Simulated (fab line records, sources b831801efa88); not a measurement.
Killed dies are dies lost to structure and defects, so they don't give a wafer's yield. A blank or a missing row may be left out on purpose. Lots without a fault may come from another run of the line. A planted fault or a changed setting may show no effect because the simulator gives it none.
Which tool did it? | flow sky130 | 11 lots, 33 wafers sampled, at 2 steps of a route of 708

WHAT THE GAUGES READ, wafer by wafer
SKY_METAL1_RS_MEAS_05: measures by four-point-probe. Usual: METAL1_ALCU_RS 0.1269 ohm/sq, standard deviation 0.0014.
lot  | measured     | on            | METAL1_ALCU_RS (ohm/sq) | flag
L976 | day 31 22:09 | film_metro-03 | 0.1258 0.1276 0.1268    |
L977 | day 31 22:37 | film_metro-04 | 0.1261 0.1263 0.1255    |
L978 | day 32 13:34 | film_metro-02 | 0.1241 0.1252 0.1258    |
L979 | day 34 03:21 | film_metro-03 | 0.1265 0.1251 0.1247    |
L983 | day 34 15:19 | film_metro-04 | 0.1258 0.1270 0.1277    |
L988 | day 36 00:17 | film_metro-04 | 0.1246 0.1269 0.1260    |
L990 | day 36 11:28 | film_metro-04 | 0.1255 0.1270 0.1269    |
L991 | day 36 18:52 | film_metro-03 | 0.1269 0.1276 0.1276    |
L992 | day 37 02:47 | film_metro-03 | 0.1274 0.1264 0.1271    |
L995 | day 38 02:06 | film_metro-04 | 0.1297 0.1307 0.1297    |
L998 | day 38 22:35 | film_metro-03 | 0.1266 0.1279 0.1278    |

WHICH TOOL RAN EACH LOT (tool, then ch and the chambers of the sampled wafers, then the start)
lot  | SKY_METAL1_SPUTTER_01
L976 | pvd_sputter-03, day 31 22:01
L977 | pvd_sputter-01, day 31 22:29
L978 | pvd_sputter-01, day 32 13:26
L979 | pvd_sputter-02, day 34 03:14
L983 | pvd_sputter-03, day 34 15:11
L988 | pvd_sputter-03, day 36 00:10
L990 | pvd_sputter-01, day 36 11:20
L991 | pvd_sputter-02, day 36 18:43
L992 | pvd_sputter-01, day 37 02:40
L995 | pvd_sputter-03, day 38 01:59
L998 | pvd_sputter-01, day 38 22:26
- SKY_METAL1_SPUTTER_01: material TiN, target thk 20 nm, time 16.7 s.

WHAT THE TOOLS THEMSELVES READ (means of the sampled wafers that have a number; where no wafer has one, the mark that the record gives instead)
SKY_METAL1_SPUTTER_01. Usual: throttle_valve_pct 29.5 %, standard deviation 0.93.
lot  | tool           | throttle_valve_pct (%) | flag
L976 | pvd_sputter-03 | 29.2                   |
L977 | pvd_sputter-01 | 29.4                   |
L978 | pvd_sputter-01 | 29.1                   |
L979 | pvd_sputter-02 | 29.6                   |
L983 | pvd_sputter-03 | 29.1                   |
L988 | pvd_sputter-03 | 28.5                   |
L990 | pvd_sputter-01 | 29.2                   |
L991 | pvd_sputter-02 | 30.2                   |
L992 | pvd_sputter-01 | 30.1                   |
L995 | pvd_sputter-03 | 28.3                   |
L998 | pvd_sputter-01 | 30.0                   |

THE ANSWER, worked out from the rows above alone
Rule: a lot is off if the mean of its wafers that have a number lies more than 3 standard deviations from the usual mean. A lot without any number at a reading at which 4 lots or more have one is off too. The other lots that the step has rows for count as sound. The gauges are gone through in route order, then the tools' own readings, and for those a lot's mean is taken as printed above. The first step at which some lot is off is used, and at that step the reading that is off furthest; a lot without a number counts as furthest.
No lot is off at any reading shown: from this, nothing can be told.

WHAT THE SIMULATOR HAD PUT IN
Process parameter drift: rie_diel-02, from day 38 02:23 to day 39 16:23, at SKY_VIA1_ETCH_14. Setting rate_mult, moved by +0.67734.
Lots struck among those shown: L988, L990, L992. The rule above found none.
